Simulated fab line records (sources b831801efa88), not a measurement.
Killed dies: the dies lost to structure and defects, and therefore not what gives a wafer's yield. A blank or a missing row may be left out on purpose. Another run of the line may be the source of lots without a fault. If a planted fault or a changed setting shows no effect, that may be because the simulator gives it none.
Chamber matching || flow sky130 || cmp-01 running SKY_VIA1_CMP_24: 4 sister chambers
The step polishes, stops on SiO2, t overpolish 15 s, target thk 0 nm. 4 wafers are shown with their chamber, then 11 later ones without.

EACH WAFER AND ITS CHAMBER
{"wafer": "L085.5", "chamber": 1, "motor current A (A)": 10.9}
{"wafer": "L087.2", "chamber": 0, "motor current A (A)": 10.8}
{"wafer": "L087.6", "chamber": 2, "motor current A (A)": 10.7}
{"wafer": "L086.2", "chamber": 3, "motor current A (A)": 11.2}

WAFERS WITH NO CHAMBER GIVEN
{"wafer": "L086.3", "motor current A (A)": 11.1}
{"wafer": "L086.6", "motor current A (A)": 11.5}
{"wafer": "L090.1", "motor current A (A)": 11.3}
{"wafer": "L090.3", "motor current A (A)": 11.3}
{"wafer": "L090.6", "motor current A (A)": 11.1}
{"wafer": "L093.1", "motor current A (A)": 10.4}
{"wafer": "L093.2", "motor current A (A)": 10.9}
{"wafer": "L093.4", "motor current A (A)": 10.7}
{"wafer": "L095.1", "motor current A (A)": 10.9}
{"wafer": "L095.5", "motor current A (A)": 11.6}
{"wafer": "L095.6", "motor current A (A)": 11.2}

WHICH CHAMBER EACH ONE RAN IN
{"wafer": "L086.3", "from the rows above": "can't be placed: 3 or 1 or 0 or 2", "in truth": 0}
{"wafer": "L086.6", "from the rows above": "can't be placed: 3 or 1", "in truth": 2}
{"wafer": "L090.1", "from the rows above": "can't be placed: 3 or 1", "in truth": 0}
{"wafer": "L090.3", "from the rows above": "can't be placed: 3 or 1", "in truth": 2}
{"wafer": "L090.6", "from the rows above": "can't be placed: 3 or 1 or 0 or 2", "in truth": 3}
{"wafer": "L093.1", "from the rows above": "can't be placed: 2 or 0 or 1", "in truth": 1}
{"wafer": "L093.2", "from the rows above": "can't be placed: 1 or 0 or 2 or 3", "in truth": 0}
{"wafer": "L093.4", "from the rows above": "can't be placed: 2 or 0 or 1", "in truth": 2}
{"wafer": "L095.1", "from the rows above": "can't be placed: 1 or 0 or 2 or 3", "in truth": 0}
{"wafer": "L095.5", "from the rows above": "can't be placed: 3 or 1", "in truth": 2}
{"wafer": "L095.6", "from the rows above": "can't be placed: 3 or 1", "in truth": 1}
Correctly placed: 0 of 11. Can't be placed from these rows: 11 (the true chamber is among the candidates in 7). Placed wrongly: 0.
How it was worked out, from the rows above alone: a wafer's distance from a chamber is the root of the sum, over the readings, of the square of ((its reading less the chamber's mean) divided by the reading's scatter). If the next closest chamber is less than 2 further off than the closest, the wafer can't be placed; otherwise it belongs to the closest. Each chamber's mean is taken over the wafers shown for it. The scatter: root of mean squared gap, hidden wafer to nearest shown wafer, with one shown wafer a chamber.
